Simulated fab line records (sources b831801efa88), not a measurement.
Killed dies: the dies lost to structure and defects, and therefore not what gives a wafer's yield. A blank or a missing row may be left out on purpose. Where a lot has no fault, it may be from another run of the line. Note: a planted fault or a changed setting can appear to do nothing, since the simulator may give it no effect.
Which of the tools did it?	flow sky130	Sampling: 13 lots, 39 wafers, 4 of 708 route steps

WHAT THE GAUGES SHOWED, per wafer
SKY_SPACER_THK_MEAS_01. Usual: SPACER_CVD_00_THK gives 43.3 nm (standard deviation 0.35).
lot	measured	on	SPACER_CVD_00_THK (nm)	flag
L750	day 22 08:41	filmMetro-01	43.7 43.7 43.6	
L751	day 23 01:28	filmMetro-01	43.3 42.9 43.3	
L752	day 23 09:53	filmMetro-04	43.2 43.0 43.2	
L753	day 24 01:19	filmMetro-04	43.9 43.3 43.7	
L756	day 24 22:04	filmMetro-03	44.0 43.8 43.6	
L758	day 25 17:07	filmMetro-01	43.6 43.6 43.2	
L759	day 26 05:55	filmMetro-04	43.2 43.4 43.1	
L760	day 26 11:14	filmMetro-03	43.0 43.2 43.3	
L764	day 28 01:34	filmMetro-03	42.9 42.9 43.2	
L768	day 28 22:40	filmMetro-03	43.3 43.4 43.9	
L769	day 29 12:52	filmMetro-03	42.8 42.5 42.8	
L772	day 30 17:10	filmMetro-03	42.8 42.7 43.0	
L773	day 30 19:25	filmMetro-03	42.8 42.6 43.0	

SKY_POLY_CUT_OVL_MEAS_09. Usual: POLY_CUT_OVL gives 2 nm (standard deviation 4.8).
lot	measured	on	POLY_CUT_OVL (nm)	flag
L750	day 23 14:06	overlay-02	9 12 8	
L751	day 24 07:02	overlay-02	-3 0 -7	
L752	day 24 15:35	overlay-01	-3 0 0	
L753	day 25 07:14	overlay-02	-9 -1 -4	
L756	day 26 02:50	overlay-02	-2 -5 -2	
L758	day 26 21:59	overlay-01	-4 3 6	
L759	day 27 09:53	overlay-01	9 1 7	
L760	day 27 16:08	overlay-02	-1 1 9	
L764	day 29 06:32	overlay-02	8 9 6	
L768	day 30 03:23	overlay-02	1 -8 6	
L769	day 30 17:11	overlay-02	0 3 2	
L772	day 31 20:30	overlay-02	-1 -3 -1	
L773	day 31 23:17	overlay-01	1 8 3	

EACH LOT AND THE TOOL THAT RAN IT (in order: tool; ch and the chambers of the sampled wafers; start)
lot	SKY_FIELD_ISO_ETCH_15	SKY_FIELD_ISO_WET_ETCH_28
L750	rieDiel-04 ch 0,2,3, day 2 03:19	wetBench-01 ch 2, day 2 07:02
L751	rieDiel-02 ch 1,2,3, day 2 10:43	wetBench-03 ch 0, day 2 14:23
L752	rieDiel-01 ch 1,2,3, day 2 14:26	wetBench-04 ch 0, day 2 18:41
L753	rieDiel-02 ch 0,1,2, day 2 21:26	wetBench-04 ch 0, day 3 01:06
L756	rieDiel-01 ch 0,1,2, day 3 10:17	wetBench-01 ch 0, day 3 15:41
L758	rieDiel-01 ch 0,1,2, day 3 22:56	wetBench-04 ch 1, day 4 02:53
L759	rieDiel-04 ch 2,3, day 4 03:59	wetBench-01 ch 3, day 4 07:48
L760	rieDiel-04 ch 0,2,3, day 4 07:41	wetBench-01 ch 0, day 4 12:40
L764	rieDiel-04 ch 0,3, day 5 05:59	wetBench-04 ch 0, day 5 11:16
L768	rieDiel-02 ch 2,3, day 6 04:41	wetBench-01 ch 0, day 6 08:21
L769	rieDiel-02 ch 0,3, day 6 11:20	wetBench-04 ch 3, day 6 16:42
L772	rieDiel-02 ch 0,2,3, day 7 01:13	wetBench-03 ch 2, day 7 07:38
L773	rieDiel-04 ch 0,2,3, day 7 04:43	wetBench-01 ch 3, day 7 10:39
- SKY_FIELD_ISO_ETCH_15: etches the open film in CHF3/O2, stops on Si, target depth 180 nm, time 72 s.
- SKY_FIELD_ISO_WET_ETCH_28: etches SiO2 in dHF, target depth 23.7 nm, time 47 s.

WHAT THE TOOLS THEMSELVES READ (means of the sampled wafers that have a number; where no wafer has one, the mark that the record gives instead)
SKY_FIELD_ISO_ETCH_15. Usual: drypumpMotorCurrentA 5.6 A, standard deviation 0.39; oesProductAu 0.976 a.u., standard deviation 0.0065; runLengthS 100.5 s, standard deviation 0.43; throttleValvePct 8.853 %, standard deviation 0.0086.
lot	tool	drypumpMotorCurrentA (A)	oesProductAu (a.u.)	runLengthS (s)	throttleValvePct (%)	flag
L750	rieDiel-04	5.8	0.973	100.6	8.851	
L751	rieDiel-02	5.5	0.982	100.2	8.859	
L752	rieDiel-01	5.6	0.970	100.6	8.847	
L753	rieDiel-02	5.3	0.978	100.4	8.846	
L756	rieDiel-01	5.6	0.975	100.7	8.852	
L758	rieDiel-01	5.5	0.979	100.9	8.860	
L759	rieDiel-04	5.9	0.985	100.9	8.855	
L760	rieDiel-04	5.8	0.969	100.9	8.847	
L764	rieDiel-04	5.8	0.977	100.8	8.850	
L768	rieDiel-02	5.5	0.971	100.2	8.859	
L769	rieDiel-02	6.0	0.977	100.1	8.852	
L772	rieDiel-02	5.7	0.977	100.2	8.851	
L773	rieDiel-04	5.8	0.973	100.8	8.844	

SKY_FIELD_ISO_WET_ETCH_28. Usual: runLengthS reads 76 s (standard deviation 3.4).
lot	tool	runLengthS (s)	flag
L750	wetBench-01	73	
L751	wetBench-03	80	
L752	wetBench-04	74	
L753	wetBench-04	75	
L756	wetBench-01	74	
L758	wetBench-04	74	
L759	wetBench-01	80	
L760	wetBench-01	80	
L764	wetBench-04	107	OFF
L768	wetBench-01	73	
L769	wetBench-04	114	OFF
L772	wetBench-03	73	
L773	wetBench-01	79	

THE ANSWER, worked out from the rows above alone
Rule: a lot is off if the mean of its wafers that have a number lies more than 3 standard deviations from the usual mean. A lot without any number at a reading at which 4 lots or more have one is off too. Any other lot the step has rows for is counted as sound. Order of review: gauges by route order, followed by the tools' own readings, for which a lot's mean as printed above is used. The first step at which some lot is off is used, and at that step the reading that is off furthest; a lot without a number counts as furthest.
Off: L764, L769, at SKY_FIELD_ISO_WET_ETCH_28 (runLengthS).
A tool fits if, at that step or a process step before it, it ran every lot that is off, and no sound lot after the first of them. One fits: wetBench-04 at SKY_FIELD_ISO_WET_ETCH_28. Its last sound lot is L758 (day 4 02:53), its first lot that is off L764 (day 5 11:16): a fault that began between those two fits.
On the lots that are off, the tool's own readings at SKY_FIELD_ISO_WET_ETCH_28 differ by more than 5 times the standard deviation of the sound lots' means, which bears it out; runLengthS reads 110 s there versus 76 s on the sound lots.

WHAT THE SIMULATOR PUT IN
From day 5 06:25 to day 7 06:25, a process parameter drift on wetBench-04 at SKY_FIELD_ISO_WET_ETCH_28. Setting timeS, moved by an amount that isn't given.
Shown lots that were struck: L764, L769. Same finding as the rule above.
